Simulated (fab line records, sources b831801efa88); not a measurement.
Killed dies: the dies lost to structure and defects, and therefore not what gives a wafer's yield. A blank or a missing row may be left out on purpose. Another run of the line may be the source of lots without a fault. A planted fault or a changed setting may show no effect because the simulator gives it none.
Chamber matching || flow gf180mcu || GF_V3_CMP_04 on cmp-02 has 4 sister chambers
The step polishes SiO2. 4 wafers are shown with their chamber, then 11 later ones without.

== WAFERS PAIRED WITH THEIR CHAMBERS ==
{"wafer": "L085.4", "chamber": 2, "motor-current-A (A)": 11.5}
{"wafer": "L085.5", "chamber": 1, "motor-current-A (A)": 11.2}
{"wafer": "L085.6", "chamber": 0, "motor-current-A (A)": 10.5}
{"wafer": "L087.1", "chamber": 3, "motor-current-A (A)": 12.6}

== WAFERS WHOSE CHAMBER IS MISSING ==
{"wafer": "L087.4", "motor-current-A (A)": 10.8}
{"wafer": "L087.5", "motor-current-A (A)": 10.4}
{"wafer": "L088.2", "motor-current-A (A)": 11.8}
{"wafer": "L088.3", "motor-current-A (A)": 11.6}
{"wafer": "L088.5", "motor-current-A (A)": 10.6}
{"wafer": "L090.1", "motor-current-A (A)": 12.4}
{"wafer": "L090.2", "motor-current-A (A)": 12.1}
{"wafer": "L090.5", "motor-current-A (A)": 11.8}
{"wafer": "L092.1", "motor-current-A (A)": 10.9}
{"wafer": "L092.2", "motor-current-A (A)": 11.8}
{"wafer": "L092.5", "motor-current-A (A)": 12.7}

== CHAMBER TAKEN BY EACH ==
{"wafer": "L087.4", "from the rows above": "can't be placed: 0 or 1 or 2", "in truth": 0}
{"wafer": "L087.5", "from the rows above": 0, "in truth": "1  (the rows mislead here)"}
{"wafer": "L088.2", "from the rows above": "can't be placed: 2 or 1 or 3", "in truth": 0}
{"wafer": "L088.3", "from the rows above": "can't be placed: 2 or 1", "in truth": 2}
{"wafer": "L088.5", "from the rows above": "can't be placed: 0 or 1", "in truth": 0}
{"wafer": "L090.1", "from the rows above": 3, "in truth": 3}
{"wafer": "L090.2", "from the rows above": "can't be placed: 3 or 2 or 1", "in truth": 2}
{"wafer": "L090.5", "from the rows above": "can't be placed: 2 or 1 or 3", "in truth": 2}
{"wafer": "L092.1", "from the rows above": "can't be placed: 1 or 0 or 2", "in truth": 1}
{"wafer": "L092.2", "from the rows above": "can't be placed: 2 or 1 or 3", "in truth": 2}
{"wafer": "L092.5", "from the rows above": 3, "in truth": 3}
Placed correctly: 2 of 11. From these rows, 8 cannot be placed; in 7 the true chamber is one of the candidates. Placed wrongly: 1.
How it was worked out, from the rows above alone: a wafer's distance from a chamber is the root of the sum, over the readings, of the square of ((its reading less the chamber's mean) divided by the reading's scatter). If the next closest chamber is less than 2 further off than the closest, the wafer can't be placed; otherwise it belongs to the closest. Each chamber's mean is taken over the wafers shown for it. The scatter: root of mean squared gap, hidden wafer to nearest shown wafer, with one shown wafer a chamber.
